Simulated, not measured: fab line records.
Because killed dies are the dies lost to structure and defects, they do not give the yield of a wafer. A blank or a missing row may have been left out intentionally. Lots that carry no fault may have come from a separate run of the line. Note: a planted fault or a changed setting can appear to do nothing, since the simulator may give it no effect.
fab line records	flow sky130
record: lots: 12	wafers: 36	last-day: 50
route steps=708 shown METAL1@438 VIA1@459 METAL2@501 VIA2@520 PAD_OPEN@708
lots with no fault: from the same line, run without faults
start-h: hours from the record's first day to the start of the lot's first wafer shown	wait-h: time in hours since the lot's previous step	" the same as in the row above	L1.1+2: one row covering several wafers at once	- no value, or no start was given	* or withheld: withheld	< > ~ a bound
route shown NAME@n: NAME is a module with steps in the file, n the number in the route of the first one	usual: average and standard deviation across the fault-free wafers	same: alike in all rows	chamber/n: place in a boat	sites: each site's reading	_std_site: standard deviation across them	_edge_site: outer sites' mean less inner sites'	radius-mm: how far each site lies from the wafer's centre	mask NAME#n: copy n	behind: the most recent tool/chamber to have shaped the wafer	hold: what put the lot on hold/how long, in hours/how the hold closed	device: names the non-switching transistor (n, p or np)	end of line: tests run on the same wafers once the route is complete	where a step has no rows: the recipe by itself	killed: not the wafer's yield, but the dies lost to structure and defects at the first sort	map: the dies of a wafer, with x for killed, . for not killed, _ for no die there
set.NAME: the setting that was run; set.NAME@STEP: the one run at that earlier step	model.NAME: the simulator's own value behind a step, which no gauge read
route steps across a sampled set of lots; one table per step, one row per wafer
services: a tool's chamber out of use, with start hour (start-h, from the record's first day; less than 0 if before it), hours out, and reason
== steps ==
step: SKY_METAL1_SPUTTER_04
recipe: material: TiN	target-thk-nm: 70	power-w: 6500	time-s: 58.3	chamber-pressure-pa: 0.4
usual: chamber-pressure-pa: 0.3999/0.00089	throttle-valve-pct: 30.1/1
lot.wafer	tool	chamber	start-h	wait-h	chamber-pressure-pa	throttle-valve-pct
L486.1	pvd-sputter-04	-	749.08	0.0	0.4000	31.1
L486.2	"	-	"	"	0.4010	32.3
L486.5	"	-	"	"	0.3995	30.7
L492.3	pvd-sputter-01	-	795.99	0.0	0.4025	29.6
L492.4	"	-	"	"	0.4000	29.9
L492.5	"	-	"	"	0.3992	29.6
L494.3	pvd-sputter-01	-	801.04	0.0	0.3999	29.6
L494.4	"	-	"	"	0.4009	29.0
L494.6	"	-	"	"	0.4003	29.1
L499.1	pvd-sputter-04	-	840.87	0.0	0.3996	32.1
L499.2	"	-	"	"	0.4000	30.4
L499.4	"	-	"	"	0.4002	31.3
L502.3	pvd-sputter-01	-	860.87	0.0	0.3989	29.9
L502.4	"	-	"	"	0.3999	29.4
L502.5	"	-	"	"	0.3994	29.9
L503.4	pvd-sputter-02	-	866.75	0.0	0.3996	29.2
L503.5	"	-	"	"	0.3996	28.7
L503.6	"	-	"	"	0.4007	32.1
L504.3	pvd-sputter-04	-	867.05	0.0	0.4006	30.4
L504.4	"	-	"	"	0.3993	30.2
L504.6	"	-	"	"	0.4000	32.3
L505.1	pvd-sputter-04	-	877.15	0.0	0.4016	30.5
L505.4	"	-	"	"	0.4009	32.2
L505.5	"	-	"	"	0.3984	30.4
L506.3	pvd-sputter-02	-	882.07	0.0	0.4003	29.3
L506.5	"	-	"	"	0.3991	29.5
L506.6	"	-	"	"	0.3999	31.9
L507.3	pvd-sputter-01	-	885.61	0.0	0.3998	29.1
L507.4	"	-	"	"	0.3985	29.6
L507.5	"	-	"	"	0.3991	30.2
L508.1	pvd-sputter-01	-	891.81	0.0	0.4012	29.5
L508.3	"	-	"	"	0.3985	29.2
L508.4	"	-	"	"	0.4012	30.1
L509.1	pvd-sputter-01	-	903.26	0.0	0.4000	30.1
L509.2	"	-	"	"	0.4002	29.1
L509.3	"	-	"	"	0.3991	29.8
step: SKY_VIA1_THK_MEAS_01
recipe: reads: SiO2_of_VIA1_HDPCVD_00
usual: VIA1_HDPCVD_THK: 1024/13
lot.wafer	tool	chamber	start-h	wait-h	VIA1_HDPCVD_THK[nm]
L486.1	film-metro-02	-	777.01	0.1	1029
L486.2	"	-	"	"	1033
L486.5	"	-	"	"	1020
L492.3	film-metro-02	-	823.47	0.1	1029
L492.4	"	-	"	"	1016
L492.5	"	-	"	"	1033
L494.3	film-metro-04	-	828.13	0.1	1020
L494.4	"	-	"	"	1012
L494.6	"	-	"	"	1016
L499.1	film-metro-04	-	867.66	0.1	1016
L499.2	"	-	"	"	1013
L499.4	"	-	"	"	1036
L502.3	film-metro-02	-	888.13	0.1	1004
L502.4	"	-	"	"	995
L502.5	"	-	"	"	1022
L503.4	film-metro-04	-	894.09	0.0	1022
L503.5	"	-	"	"	998
L503.6	"	-	"	"	1035
L504.3	film-metro-04	-	894.46	0.1	1032
L504.4	"	-	"	"	1047
L504.6	"	-	"	"	1046
L505.1	film-metro-02	-	903.44	0.1	1039
L505.4	"	-	"	"	1026
L505.5	"	-	"	"	1018
L506.3	film-metro-02	-	908.14	0.1	1029
L506.5	"	-	"	"	1028
L506.6	"	-	"	"	1015
L507.3	film-metro-01	-	911.53	0.1	1025
L507.4	"	-	"	"	1043
L507.5	"	-	"	"	1006
L508.1	film-metro-02	-	918.07	0.1	1043
L508.3	"	-	"	"	1043
L508.4	"	-	"	"	1031
L509.1	film-metro-04	-	928.70	0.1	1021
L509.2	"	-	"	"	1013
L509.3	"	-	"	"	1004
step: SKY_METAL2_ETCH_18
recipe: chemistry: N2/H2	target: BARC	ion-energy-ev: 203.4	bias-w: 100	pressure-mtorr: 30	n2-flow-sccm: 100	h2-flow-sccm: 200	icp-w: 500	stop-on: SiO2	time-s: 45.9	target-depth-a: 600
usual: bias-w: 100.0/0.32	drypump-motor-current-A: 5.8/0.5	h2-flow-sccm: 200.1/0.62	oes-product-au: 0.854/0.0049	throttle-valve-pct: 13.224/0.0086
lot.wafer	tool	chamber	start-h	wait-h	bias-w	drypump-motor-current-A	h2-flow-sccm	oes-product-au	rf-hours-counter-h	throttle-valve-pct
L486.1	rie-metal-02	0	830.63	0.1	100.2	6.7	198.5	0.856	9	13.217
L486.2	"	0	"	"	100.3	6.7	199.4	0.861	-	13.225
L486.5	"	0	"	"	100.0	6.7	198.8	0.854	-	13.238
L492.3	rie-metal-01	0	876.33	0.0	99.7	5.7	199.6	0.855	-	13.213
L492.4	"	1	"	"	80.4	5.9	199.5	0.853	-	13.231
L492.5	"	1	"	"	80.0	5.9	200.6	0.854	-	13.218
L494.3	rie-metal-01	1	882.47	0.0	80.6	5.9	199.5	0.858	-	13.210
L494.4	"	0	"	"	100.4	5.7	199.9	0.862	-	13.224
L494.6	"	1	"	"	80.2	5.9	200.9	0.851	-	13.222
L499.1	rie-metal-03	1	920.03	0.0	100.3	5.1	200.1	0.847	2	13.228
L499.2	"	0	"	"	99.2	5.6	199.4	0.854	10	13.228
L499.4	"	1	"	"	100.2	5.1	200.3	0.858	-	13.220
L502.3	rie-metal-02	0	940.62	0.0	100.1	6.7	200.5	0.857	-	13.218
L502.4	"	1	"	"	100.0	5.8	200.7	0.852	-	13.232
L502.5	"	0	"	"	100.3	6.7	200.2	0.853	-	13.224
L503.4	rie-metal-03	0	944.98	0.0	99.6	5.6	199.3	0.855	-	13.218
L503.5	"	0	"	"	99.8	5.6	200.6	0.846	-	13.232
L503.6	"	1	"	"	100.3	5.1	200.6	0.861	-	13.221
L504.3	rie-metal-03	1	945.95	0.0	100.4	5.1	199.8	0.847	-	13.226
L504.4	"	0	"	"	99.7	5.6	200.3	0.841	-	13.240
L504.6	"	0	"	"	99.8	5.6	199.9	0.850	-	13.216
L505.1	rie-metal-02	0	955.96	0.0	100.5	6.7	199.2	0.857	16	13.229
L505.4	"	0	"	"	99.8	6.7	199.2	0.861	-	13.221
L505.5	"	0	"	"	100.0	6.7	199.7	0.861	-	13.219
L506.3	rie-metal-02	0	958.48	0.0	100.3	6.7	200.6	0.865	-	13.228
L506.5	"	1	"	"	99.7	5.7	199.6	0.854	-	13.218
L506.6	"	0	"	"	99.5	6.7	201.0	0.859	-	13.226
L507.3	rie-metal-01	0	963.08	0.0	100.0	5.7	200.0	0.858	-	13.235
L507.4	"	1	"	"	100.0	5.9	199.6	0.862	-	13.222
L507.5	"	0	"	"	100.2	5.7	200.6	0.842	-	13.219
L508.1	rie-metal-01	0	969.01	0.0	100.3	5.7	198.8	0.862	10	13.239
L508.3	"	1	"	"	100.2	5.9	200.6	0.849	-	13.230
L508.4	"	0	"	"	99.9	5.7	199.8	0.854	-	13.220
L509.1	rie-metal-03	1	979.93	0.0	100.3	5.1	199.3	0.857	5	13.212
L509.2	"	0	"	"	100.0	5.6	199.9	0.853	13	13.221
L509.3	"	1	"	"	100.4	5.1	199.7	0.857	-	13.226
step: SKY_VIA2_OVL_MEAS_13
usual: VIA2_OVL: 0/6.2
lot.wafer	tool	chamber	start-h	wait-h	VIA2_OVL[nm]
L486.1	overlay-02	-	857.31	0.1	-10
L486.2	"	-	"	"	-1
L486.5	"	-	"	"	0
L492.3	overlay-02	-	902.90	0.1	4
L492.4	"	-	"	"	-6
L492.5	"	-	"	"	-4
L494.3	overlay-01	-	908.69	0.1	6
L494.4	"	-	"	"	1
L494.6	"	-	"	"	4
L499.1	overlay-01	-	946.56	0.1	0
L499.2	"	-	"	"	6
L499.4	"	-	"	"	0
L502.3	overlay-01	-	966.75	0.1	0
L502.4	"	-	"	"	-3
L502.5	"	-	"	"	2
L503.4	overlay-01	-	970.65	0.1	0
L503.5	"	-	"	"	0
L503.6	"	-	"	"	1
L504.3	overlay-01	-	972.27	0.1	4
L504.4	"	-	"	"	0
L504.6	"	-	"	"	3
L505.1	overlay-01	-	981.51	0.1	8
L505.4	"	-	"	"	6
L505.5	"	-	"	"	12
L506.3	overlay-02	-	983.37	0.1	3
L506.5	"	-	"	"	6
L506.6	"	-	"	"	0
L507.3	overlay-01	-	988.25	0.1	2
L507.4	"	-	"	"	0
L507.5	"	-	"	"	4
L508.1	overlay-01	-	994.13	0.1	-2
L508.3	"	-	"	"	-2
L508.4	"	-	"	"	6
L509.1	overlay-02	-	1005.21	0.1	-3
L509.2	"	-	"	"	-4
L509.3	"	-	"	"	3
step: SKY_PAD_OPEN_PROBE_99
usual: defect-limited-yield: 82.5/2	killed_at_M0_to_M3: 43/7.6	killed_at_M4_up: 2.8/1.9	killed-at-contacts: 24/4.7	killed-at-front-end: 16/4.4	killed-at-other: 0.2/0.4	killed-dies: 86/9.9	killed-open: 47/8.2	killed-short: 39/6.3	sort_bin_3_pad_short: 0.8/0.42	sort_bin_5_function: 10.4/1.5	sort_bin_6_memory: 6.2/1.2	sort-n-pass: 406/9.9	sort-yield-pct: 82.5/2
same: gross-dies: 492	killed-at-back-side: 0	sort_bin_4_leakage[%]: 0	sort_bin_8_speed[%]: 0
lot.wafer	tool	chamber	start-h	wait-h	defect-limited-yield[%]	killed_at_M0_to_M3	killed_at_M4_up	killed-at-contacts	killed-at-front-end	killed-at-other	killed-dies	killed-open	killed-short	sort_bin_3_pad_short[%]	sort_bin_5_function[%]	sort_bin_6_memory[%]	sort-n-pass	sort-yield-pct[%]
L486.1	prober-02	-	1084.48	0.1	83.1	43	0	28	12	0	83	41	42	1.2	12.8	2.8	409	83.1
L486.2	prober-02	-	1084.53	0.1	82.1	41	3	26	17	1	88	44	44	1.4	10.6	5.9	404	82.1
L486.5	prober-02	-	1084.68	0.2	84.1	30	3	28	17	0	78	38	40	0.6	9.3	5.9	414	84.1
L499.1	prober-02	-	1156.59	0.1	80.7	49	4	27	15	0	95	57	38	0.6	11.2	7.5	397	80.7
L499.2	prober-02	-	1156.64	0.1	83.1	35	1	28	18	1	83	47	36	0.4	11.2	5.3	409	83.1
L499.4	prober-02	-	1156.74	0.2	82.3	33	5	31	18	0	87	50	37	0.8	9.3	7.5	405	82.3
L502.3	prober-01	-	1170.67	0.2	81.3	48	2	31	10	1	92	41	51	0.4	13.6	4.7	400	81.3
L502.4	prober-01	-	1170.72	0.2	86.4	32	3	19	13	0	67	34	33	0.4	9.3	3.9	425	86.4
L502.5	prober-01	-	1170.77	0.2	85.6	35	2	20	14	0	71	43	28	1.0	8.1	5.3	421	85.6
L503.4	prober-02	-	1174.34	0.2	81.3	42	4	29	16	1	92	59	33	1.4	9.1	8.1	400	81.3
L503.5	prober-02	-	1174.39	0.2	76.8	61	3	29	20	1	114	61	53	1.0	12.8	9.3	378	76.8
L503.6	prober-02	-	1174.44	0.2	79.7	54	4	24	18	0	100	60	40	1.8	11.4	7.1	392	79.7
L504.3	prober-01	-	1174.64	0.2	83.5	38	1	28	14	0	81	44	37	0.4	11.2	4.9	411	83.5
L504.4	prober-01	-	1174.69	0.2	81.3	52	1	23	16	0	92	50	42	1.0	11.4	6.3	400	81.3
L504.6	prober-01	-	1174.79	0.2	83.1	39	2	27	14	1	83	50	33	1.0	8.5	7.3	409	83.1
L506.3	prober-01	-	1181.76	0.2	84.3	41	1	17	18	0	77	44	33	0.4	8.7	6.5	415	84.3
L506.5	prober-01	-	1181.86	0.2	83.9	38	3	22	16	0	79	33	46	0.8	10.0	5.3	413	83.9
L506.6	prober-01	-	1181.91	0.2	86.4	27	3	20	17	0	67	46	21	0.2	8.1	5.3	425	86.4
L508.1	prober-01	-	1189.34	0.1	84.6	40	2	23	11	0	76	41	35	0.4	9.1	5.9	416	84.6
L508.3	prober-01	-	1189.44	0.2	84.1	35	1	28	14	0	78	51	27	0.4	10.8	4.7	414	84.1
L508.4	prober-01	-	1189.49	0.2	84.8	34	3	26	11	1	75	34	41	0.8	10.0	4.5	417	84.8
L509.1	prober-02	-	1197.03	0.1	83.5	37	1	24	19	0	81	43	38	0.4	10.4	5.7	411	83.5
L509.2	prober-02	-	1197.08	0.1	81.9	46	1	28	14	0	89	47	42	0.6	12.0	5.5	403	81.9
L509.3	prober-02	-	1197.13	0.2	84.1	38	0	25	15	0	78	41	37	0.6	9.1	6.1	414	84.1
killed by level:class
L486.1 VIA1:geometric-particle:open=10 METAL1:geometric-particle:short=9 CONTACT:geometric-particle:open=7 LOCAL_INTERCONNECT:geometric-particle:short=6 VIA2:geometric-particle:open=6 FIELD_ISO:geometric-particle:short=5 CONTACT:geometric-particle:short=5 VIA1:geometric-particle:short=5
L486.2 VIA1:geometric-particle:open=12 CONTACT:geometric-particle:open=10 VIA1:geometric-particle:short=9 LI_CONTACT:geometric-particle:open=6 FIELD_ISO:geometric-particle:open=5 CONTACT:geometric-particle:short=4 METAL1:geometric-particle:short=4 METAL2:geometric-particle:short=4
L486.5 LI_CONTACT:geometric-particle:open=9 LOCAL_INTERCONNECT:geometric-particle:short=7 FIELD_ISO:geometric-particle:short=6 LI_CONTACT:geometric-particle:short=6 VIA2:geometric-particle:open=6 CONTACT:geometric-particle:open=5 VIA3:geometric-particle:short=5 POLY_GATE:geometric-particle:open=4
L499.1 VIA1:geometric-particle:open=15 CONTACT:geometric-particle:open=11 LI_CONTACT:geometric-particle:open=8 METAL1:geometric-particle:short=6 VIA1:geometric-particle:short=6 METAL3:geometric-particle:short=5 VIA3:geometric-particle:open=5 METAL2:geometric-particle:short=4
L499.2 CONTACT:geometric-particle:open=12 LI_CONTACT:geometric-particle:open=7 POLY_GATE:geometric-particle:short=5 VIA2:geometric-particle:open=5 VIA1:geometric-particle:open=5 METAL2:geometric-particle:open=5 METAL1:geometric-particle:short=4 VIA1:geometric-particle:short=4
L499.4 CONTACT:geometric-particle:open=15 VIA1:geometric-particle:open=9 LI_CONTACT:geometric-particle:open=7 METAL1:geometric-particle:short=7 FIELD_ISO:geometric-particle:short=6 FIELD_ISO:geometric-particle:open=6 LI_CONTACT:geometric-particle:short=5 POLY_GATE:geometric-particle:short=3
L502.3 CONTACT:geometric-particle:short=11 VIA1:geometric-particle:open=11 LI_CONTACT:geometric-particle:open=8 LOCAL_INTERCONNECT:geometric-particle:short=6 VIA2:geometric-particle:open=6 METAL2:geometric-particle:short=5 CONTACT:geometric-particle:open=5 METAL1:geometric-particle:short=5
L502.4 VIA3:geometric-particle:open=9 VIA1:geometric-particle:open=7 LOCAL_INTERCONNECT:geometric-particle:short=6 FIELD_ISO:geometric-particle:short=4 LI_CONTACT:geometric-particle:open=4 LI_CONTACT:geometric-particle:short=4 CONTACT:geometric-particle:open=4 VIA1:geometric-particle:short=4
L502.5 CONTACT:geometric-particle:open=8 VIA2:geometric-particle:open=8 METAL1:geometric-particle:short=6 LI_CONTACT:geometric-particle:open=5 VIA1:geometric-particle:open=5 VIA3:geometric-particle:open=5 POLY_GATE:geometric-particle:open=4 SPACER:geometric-particle:short=4
L503.4 VIA1:geometric-particle:open=21 CONTACT:geometric-particle:open=10 LOCAL_INTERCONNECT:geometric-particle:short=7 FIELD_ISO:geometric-particle:open=5 LI_CONTACT:geometric-particle:short=5 LI_CONTACT:geometric-particle:open=5 POLY_GATE:geometric-particle:open=4 VIA3:geometric-particle:open=4
L503.5 VIA1:geometric-particle:open=21 CONTACT:geometric-particle:open=10 METAL2:geometric-particle:short=8 LI_CONTACT:geometric-particle:open=7 VIA3:geometric-particle:open=7 VIA2:geometric-particle:open=6 VIA2:geometric-particle:short=6 POLY_GATE:geometric-particle:short=5
L503.6 VIA1:geometric-particle:open=16 POLY_GATE:geometric-particle:open=9 CONTACT:geometric-particle:open=8 METAL2:geometric-particle:short=7 METAL1:geometric-particle:short=7 VIA2:geometric-particle:open=7 LI_CONTACT:geometric-particle:open=6 FIELD_ISO:geometric-particle:short=5
L504.3 CONTACT:geometric-particle:open=13 VIA1:geometric-particle:open=11 METAL1:geometric-particle:short=6 METAL2:geometric-particle:short=6 CONTACT:geometric-particle:short=5 POLY_GATE:geometric-particle:short=4 LI_CONTACT:geometric-particle:open=4 LI_CONTACT:geometric-particle:short=3
L504.4 VIA1:geometric-particle:open=12 CONTACT:geometric-particle:open=12 VIA1:geometric-particle:short=9 METAL2:geometric-particle:short=8 LI_CONTACT:geometric-particle:open=5 VIA3:geometric-particle:open=5 VIA2:geometric-particle:open=5 FIELD_ISO:geometric-particle:short=4
L504.6 CONTACT:geometric-particle:open=11 VIA2:geometric-particle:open=9 VIA1:geometric-particle:open=8 LI_CONTACT:geometric-particle:open=7 VIA3:geometric-particle:open=6 FIELD_ISO:geometric-particle:short=5 METAL2:geometric-particle:short=5 LOCAL_INTERCONNECT:geometric-particle:short=4
L506.3 VIA3:geometric-particle:open=9 VIA1:geometric-particle:short=8 VIA1:geometric-particle:open=8 CONTACT:geometric-particle:open=7 FIELD_ISO:geometric-particle:short=5 FIELD_ISO:geometric-particle:open=5 POLY_GATE:geometric-particle:short=5 LOCAL_INTERCONNECT:geometric-particle:open=5
L506.5 CONTACT:geometric-particle:open=9 METAL2:geometric-particle:short=8 VIA1:geometric-particle:open=7 VIA3:geometric-particle:open=6 POLY_GATE:geometric-particle:short=6 VIA2:geometric-particle:short=6 FIELD_ISO:geometric-particle:short=4 LOCAL_INTERCONNECT:geometric-particle:short=4
L506.6 CONTACT:geometric-particle:open=8 FIELD_ISO:geometric-particle:open=7 VIA1:geometric-particle:open=7 LI_CONTACT:geometric-particle:open=5 POLY_GATE:geometric-particle:open=5 METAL1:geometric-particle:short=5 VIA3:geometric-particle:open=4 METAL4:geometric-particle:open=3
L508.1 METAL1:geometric-particle:short=8 CONTACT:geometric-particle:open=7 LI_CONTACT:geometric-particle:open=6 VIA1:geometric-particle:open=6 VIA2:geometric-particle:open=6 VIA3:geometric-particle:open=6 LOCAL_INTERCONNECT:geometric-particle:short=5 METAL3:geometric-particle:short=4
L508.3 LI_CONTACT:geometric-particle:open=10 CONTACT:geometric-particle:open=9 VIA3:geometric-particle:open=7 VIA1:geometric-particle:open=5 FIELD_ISO:geometric-particle:short=4 FIELD_ISO:geometric-particle:open=4 CONTACT:geometric-particle:short=4 METAL1:geometric-particle:short=4
L508.4 CONTACT:geometric-particle:open=10 VIA2:geometric-particle:open=7 METAL2:geometric-particle:short=7 FIELD_ISO:geometric-particle:short=6 METAL1:geometric-particle:short=6 LI_CONTACT:geometric-particle:open=5 CONTACT:geometric-particle:short=5 VIA1:geometric-particle:open=5
L509.1 CONTACT:geometric-particle:open=9 METAL1:geometric-particle:short=8 FIELD_ISO:geometric-particle:open=5 CONTACT:geometric-particle:short=5 LI_CONTACT:geometric-particle:open=5 VIA1:geometric-particle:open=5 METAL3:geometric-particle:short=5 FIELD_ISO:geometric-particle:short=4
L509.2 VIA1:geometric-particle:open=10 CONTACT:geometric-particle:open=9 VIA2:geometric-particle:open=8 VIA3:geometric-particle:open=7 METAL1:geometric-particle:short=6 CONTACT:geometric-particle:short=6 LI_CONTACT:geometric-particle:short=5 POLY_GATE:geometric-particle:short=4
L509.3 CONTACT:geometric-particle:open=10 METAL2:geometric-particle:short=7 VIA3:geometric-particle:open=7 LOCAL_INTERCONNECT:geometric-particle:short=6 VIA2:geometric-particle:open=6 VIA1:geometric-particle:open=5 FIELD_ISO:geometric-particle:open=4 CONTACT:geometric-particle:short=4
== services ==
tool	chamber	start-h	hours	kind
rie-metal-02	1	731.92	12.8	repair
rie-metal-01	1	746.25	-	clean
rie-metal-01	1	746.25	22.2	scheduled-down
rie-metal-01	1	746.25	22.2	vent-cycle
pvd-sputter-01	-	765.70	4.1	repair
rie-metal-02	1	825.42	20.6	repair
pvd-sputter-01	-	825.58	0.7	repair
pvd-sputter-01	-	836.26	3.3	repair
pvd-sputter-01	-	844.10	0.7	repair
rie-metal-03	1	850.45	-	clean
rie-metal-03	1	850.45	14.6	scheduled-down
rie-metal-03	1	850.45	14.6	vent-cycle
rie-metal-02	-	874.85	1.4	pm
rie-metal-03	1	876.53	11.0	repair
rie-metal-03	0	897.82	10.2	repair
rie-metal-02	0	909.89	3.1	repair
rie-metal-01	1	957.15	4.1	repair
== key ==
first-sign: step: SKY_METAL2_ETCH_18	reading: bias-w	direction: down	sigmas: 62	usual: 100.0	struck: 80.3
effect none on later readings
met-at SKY_METAL2_ETCH_18
struck-lots L492,L494
struck-wafers L492.4,L492.5,L494.3,L494.6
not-acting-at SKY_METAL1_SPUTTER_04,SKY_VIA1_THK_MEAS_01,SKY_VIA2_OVL_MEAS_13
fault: kind: process-parameter-drift	tool: rie-metal-01	chamber: 1	onset-h: 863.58	steps: SKY_METAL2_ETCH_18	channel: bias-w	offset: -19.745	shape: step	end-h: 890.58	acts-in: these-recipes-only	stated: 100
